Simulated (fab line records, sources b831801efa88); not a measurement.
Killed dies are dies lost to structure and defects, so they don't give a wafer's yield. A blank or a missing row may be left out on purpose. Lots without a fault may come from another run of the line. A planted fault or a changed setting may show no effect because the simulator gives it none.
A struck lot beside a sound one | flow gf180mcu | 19 steps out of a route of 602
Sound: wafers L911.2, L911.3, L911.6. Struck: wafers L920.1, L920.2, L920.5. The cause comes at the end.
At each step with rows: each side's tool, then ch and its chambers, then its first start. Under that, the readings that differ: sound wafers | struck wafers | difference of the means | sigmas: that difference in standard deviations of wafers without a fault.
alike: readings whose means differ by less than 2 such deviations, and words and numbers that are the same on both sides. not compared: withheld readings, readings that some wafer has no value for, bounds like >300 that may hide the same value, and numbers for which the record gives no deviation and whose values overlap.
The two part at a step that has a row with sigmas, a row that says differs or no value, or rows on one side only. Numbers that don't overlap but have no deviation are shown without sigmas and don't part them. A reading that every wafer of one side lacks parts them only if that side has two wafers or more.

GF_HV_LDD_RS_MEAS_53: measures by four-point-probe.
  sound on film_metro-03, day 16 10:49; struck on film_metro-04, day 19 09:29
  alike: HV_LDD_RS
then, 1 step without rows for these wafers: GF_HV_LDD_CVD_54 (deposits SiO2 from TEOS, target thk 10 nm, time 75 s).
GF_HV_LDD_THK_MEAS_55:
  sound on film_metro-02, day 16 11:56; struck on film_metro-02, day 19 10:37
  alike: HV_LDD_CVD_54_THK
then, 1 step without rows for these wafers: GF_HV_LDD_CVD_56 (deposits Si3N4 from DCS/NH3, target thk 90 nm, time 1543 s).
GF_HV_LDD_THK_MEAS_57:
  sound on film_metro-03, day 16 13:26; struck on film_metro-04, day 19 12:07
  alike: HV_LDD_CVD_56_THK
GF_HV_LDD_ETCHBACK_58: etches Si3N4 in CH3F/O2, stops on SiO2, time 100 s, target depth 90 nm.
  sound on rie_diel-02 ch 0,3, day 16 13:29; struck on rie_diel-03 ch 1,2, day 19 12:10
  alike: drypump_motor_current_A, oes_product_au, throttle_valve_pct
  not compared: rf_hours_counter_h
then, 6 steps without rows for these wafers: GF_NSD_DEHYDRATE_00 (time 60 s); GF_NSD_HMDS_01 (prime time 60 s); GF_NSD_COAT_02 (resist thk 1000 nm); GF_NSD_SOFTBAKE_03 (time 60 s); GF_NSD_EXPOSE_04 (exposes mask Nplus, target cd 400 nm); GF_NSD_PEB_05.
GF_NSD_DEVELOP_06: develop time 60 s.
  sound on litho_track-02 ch 0, day 17 12:25; struck on litho_track-02 ch 0, day 20 11:35
GF_NSD_OVL_MEAS_08:
  sound on overlay-01, day 17 12:40; struck on overlay-01, day 20 11:51
  alike: NSD_OVL
then, 2 steps without rows for these wafers: GF_NSD_IMPLANT_09; GF_NSD_IMPLANT_10.
GF_NSD_STRIP_11: strips in O2/N2.
  sound on plasma_asher-01 ch 0, day 17 12:59; struck on plasma_asher-03 ch 0,1, day 20 12:11
  reading                     | sound       | struck      | difference | sigmas
  drypump_motor_current_A (A) | 6.4 6.4 6.4 | 5.5 5.8 5.9 | -0.7       | -2
  alike: heater_power_w, oes_product_au, platen_temp_c, strip_time_to_endpoint_s
  not compared: rf_hours_counter_h
GF_NSD_TW_MEAS_12:
  sound on film_metro-04, day 17 13:06; struck on film_metro-03, day 20 12:17
  reading | sound          | struck   | difference | sigmas
  NSD_TW  | 4224 4241 4256 | 30 30 30 | -4210      | -96
then, 1 step without rows for these wafers: GF_PSD_DEHYDRATE_00 (time 60 s).

WHERE THEY PART
First at GF_NSD_STRIP_11; last, within this record, at GF_NSD_TW_MEAS_12.

WHY: what the simulator had put in
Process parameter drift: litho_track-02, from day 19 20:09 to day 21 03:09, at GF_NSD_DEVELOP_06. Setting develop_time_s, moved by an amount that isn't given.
